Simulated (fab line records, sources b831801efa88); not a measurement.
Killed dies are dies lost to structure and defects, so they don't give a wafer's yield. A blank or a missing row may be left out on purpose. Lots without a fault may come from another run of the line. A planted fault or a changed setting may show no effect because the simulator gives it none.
One fault seen from 2 desks | flow gf180mcu | each desk has only its own numbers; what lay behind them comes last

THE TOOL OWNER'S DESK: iline_stepper-01
The tool's own readings at GF_VT_IMPLANT_EXPOSE_04 (exposes mask LVPWELL LV AREA, target cd 600 nm): means of the sampled wafers that have a number, for each lot that ran on this tool. A lot is out of limits, marked OUT, if its mean lies more than 4 standard deviations from the usual mean; the brackets give that distance.
Columns: A = exposure_dose_mJ_cm2 at GF_VT_IMPLANT_EXPOSE_04, usual 140.02
lot  | first seen here | A
L535 | day 5 00:41     | 139.99
L536 | day 5 06:13     | 140.02
L537 | day 6 05:14     | 140.15
L545 | day 8 00:10     | 140.12
L546 | day 8 06:52     | 140.06
L547 | day 8 12:14     | 139.96
This desk's finding: nothing out of limits on any of the 6 lots.

THE METROLOGY DESK
What the gauges read, lot by lot, whatever tool the lot ran on: means of the sampled wafers that have a number. A lot is out of limits, marked OUT, if its mean lies more than 4 standard deviations from the usual mean; the brackets give that distance.
Columns: A = VT_IMPLANT_OVL at GF_VT_IMPLANT_OVL_MEAS_07, usual 0.2 nm; B = POLY_GATE_CVD_00_THK at GF_POLY_GATE_THK_MEAS_01, usual 199.8 nm
lot  | first seen here | A                | B
L535 | day 5 07:37     | -1.0             | 201.0
L536 | day 5 11:33     | 0.3              | 199.9
L537 | day 6 13:46     | 0.0              | 197.2
L540 | day 6 18:28     | 0.7              | 199.0
L545 | day 8 07:53     | -117.2 (-78) OUT | 199.6
L546 | day 8 15:35     | -115.9 (-77) OUT | 201.7
L547 | day 8 21:13     | -118.0 (-79) OUT | 203.3
L550 | day 9 17:33     | 1.8              | 203.5
L552 | day 10 00:58    | 1.1              | 197.6
L553 | day 10 08:46    | 1.6              | 200.2
L556 | day 11 06:01    | 0.0              | 198.2
This desk's finding: out of limits on L545, L546, L547; first on L545, day 8 07:53 (VT_IMPLANT_OVL at GF_VT_IMPLANT_OVL_MEAS_07). In limits: L535, L536, L537, L540, L550, L552, L553, L556.

PUT TOGETHER
The metrology desk could have raised an alarm at day 8 07:53, on L545, L546, L547.
The tool owner's desk saw nothing out of limits.
The tool owner's desk has L545, L546, L547 on record, within its limits.
Of the lots named, all ran GF_VT_IMPLANT_EXPOSE_04 on iline_stepper-01.

WHAT THE SIMULATOR HAD PUT IN
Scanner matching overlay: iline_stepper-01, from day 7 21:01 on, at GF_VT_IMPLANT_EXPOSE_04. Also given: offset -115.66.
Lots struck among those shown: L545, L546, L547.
Hours from the fault's start to each desk's first reading out of limits: the metrology desk, 11.
